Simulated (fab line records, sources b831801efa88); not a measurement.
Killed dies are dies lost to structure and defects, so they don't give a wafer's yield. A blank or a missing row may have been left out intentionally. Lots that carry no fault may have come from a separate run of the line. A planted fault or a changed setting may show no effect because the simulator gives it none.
Struck lot and sound lot, side by side / flow sky130 / 16 steps out of a route of 708
Sound: these wafers, L296.4, L296.5, L296.6. Struck: wafers L298.1, L298.6 (left out: L298.4, a lot-mate that was not struck); the cause follows at the end.
Order at every step that has rows: each side's tool, ch and its chambers, its first start. Under that, the readings that differ: sound wafers / struck wafers / difference of the means / sigmas: that difference in standard deviations of wafers without a fault.
alike: a reading whose means differ by less than 2 such deviations, as well as words and numbers matching on both sides. not compared: withheld readings; readings where some wafer has no value; bounds like >300 that might hide an equal value; numbers whose values overlap and for which the record gives no deviation.
A row with sigmas, a row that says differs or no value, or rows on one side alone: a step with any of these is where the two part. When numbers do not overlap yet have no deviation, they are printed without sigmas and do not part them. A reading that every wafer of one side lacks parts them only if that side has two wafers or more.

SKY_NWELL_RS_MEAS_29: measurement is done with a four-point probe.
  sound on film-metro-02, day 5 15:23; struck on film-metro-02, day 6 10:01
  alike: NWELL_RS
SKY_NWELL_RS_MEAS_31: measurement is done with a four-point probe.
  sound on film-metro-02, day 5 15:38; struck on film-metro-02, day 6 10:16
  alike: PWDE_RS
then, 7 steps without rows for these wafers: SKY_VT_ADJUST_HVTP_DEHYDRATE_00 (time 60 s); SKY_VT_ADJUST_HVTP_HMDS_01 (prime time 60 s); SKY_VT_ADJUST_HVTP_COAT_02 (resist thk 1140 nm); SKY_VT_ADJUST_HVTP_SOFTBAKE_03 (time 60 s); SKY_VT_ADJUST_HVTP_EXPOSE_04 (exposes mask HVTPM, target cd 380 nm); SKY_VT_ADJUST_HVTP_PEB_05; SKY_VT_ADJUST_HVTP_DEVELOP_06 (develop time 60 s).
SKY_VT_ADJUST_HVTP_CD_MEAS_07 targets a cd of 380 nm.
  sound on cd-sem-01, day 6 10:37; struck on cd-sem-01, day 7 04:25
reading=cd-nm (nm); sound=384.1 383.8 382.7; struck=376.2 377.9; difference=-6.5; sigmas=-3
SKY_VT_ADJUST_HVTP_OVL_MEAS_08:
  sound on overlay-01, day 6 10:41; struck on overlay-01, day 7 04:32
reading=VT_ADJUST_HVTP_OVL (nm); sound=-0.5 0.6 1.5; struck=-3.1 -2.0; difference=-3.1; sigmas=-2
SKY_VT_ADJUST_HVTP_IMPLANT_09:
  sound on implanter-01 ch 0, day 6 10:47; struck on implanter-01 ch 0, day 7 04:34
reading=beam-on-s (s); sound=10.12 9.89 9.74; struck=10.96 11.28; difference=+1.20; sigmas=+6
reading=faraday-current-uA; sound=24.0 24.6 24.7; struck=22.2 21.4; difference=-2.6; sigmas=-5
SKY_VT_ADJUST_HVTP_STRIP_10: strips in O2/N2.
  sound on plasma-asher-02 ch 0,1, day 6 10:53; struck on plasma-asher-04 ch 0,1, day 7 04:43
  alike: drypump-motor-current-A, oes-product-au, strip-time-to-endpoint-s
  not compared: rf-hours-counter-h
SKY_VT_ADJUST_HVTP_TW_MEAS_11:
  sound on film-metro-01, day 6 10:59; struck on film-metro-01, day 7 04:49
reading=VT_ADJUST_HVTP_TW; sound=1349 1344 1339; struck=1392 1397; difference=+50; sigmas=+5
then, 1 step without rows for these wafers: SKY_VT_ADJUST_LVTN_DEHYDRATE_00 (time 60 s).
-- a jump in the record: the struck wafers' starts before and after are 40 days apart (it breaks off in module VT_ADJUST_LVTN and resumes in module PAD_OPEN, where the first step shown is number 708 of the route) --
SKY_PAD_OPEN_PROBE_99:
  sound on prober-01, day 46 05:39; struck on prober-01, day 46 23:42
reading=model.etest.tip-p.rs-ohm-sq; sound=6836 6763 6806; struck=7179 7156; difference=+366; sigmas=
reading=model.etest.pfet_01v8.r-on-ohm-um; sound=2810 2821 2810; struck=3156 3032; difference=+280; sigmas=
reading=model.etest.pfet_01v8.drive-ua-um; sound=198.2 200.1 200.5; struck=170.3 178.7; difference=-25.1; sigmas=
reading=model.etest.pfet_01v8_mvt.drive-ua-um; sound=155.8 156.8 157.2; struck=134.9 141.2; difference=-18.5; sigmas=
reading=model.etest.pfet_01v8_hvt.drive-ua-um; sound=147.7 149.8 150.9; struck=127.7 135.6; difference=-17.8; sigmas=
reading=model.etest.pfet_01v8_mvt.off-log10-a-um; sound=-10.57 -10.32 -10.3; struck=-12.12 -11.79; difference=-1.56; sigmas=
reading=model.etest.pfet_01v8.off-log10-a-um; sound=-9.385 -9.247 -8.938; struck=-11.41 -11.1; difference=-2.06; sigmas=
reading=model.etest.pfet_01v8_mvt.vt-sat-v (V); sound=-0.5534 -0.5481 -0.5481; struck=-0.6663 -0.6638; difference=-0.1152; sigmas=
  alike: killed_at_M0_to_M3, killed_at_M4_up, killed-at-contacts, killed-at-front-end, killed-at-other, killed-dies, killed-open, killed-short

WHERE THEY PART
At SKY_VT_ADJUST_HVTP_CD_MEAS_07 first; at SKY_VT_ADJUST_HVTP_TW_MEAS_11 last (within this record only). Later steps at which nothing parts them and some readings are alike: SKY_PAD_OPEN_PROBE_99.

WHY: what had been put in by the simulator
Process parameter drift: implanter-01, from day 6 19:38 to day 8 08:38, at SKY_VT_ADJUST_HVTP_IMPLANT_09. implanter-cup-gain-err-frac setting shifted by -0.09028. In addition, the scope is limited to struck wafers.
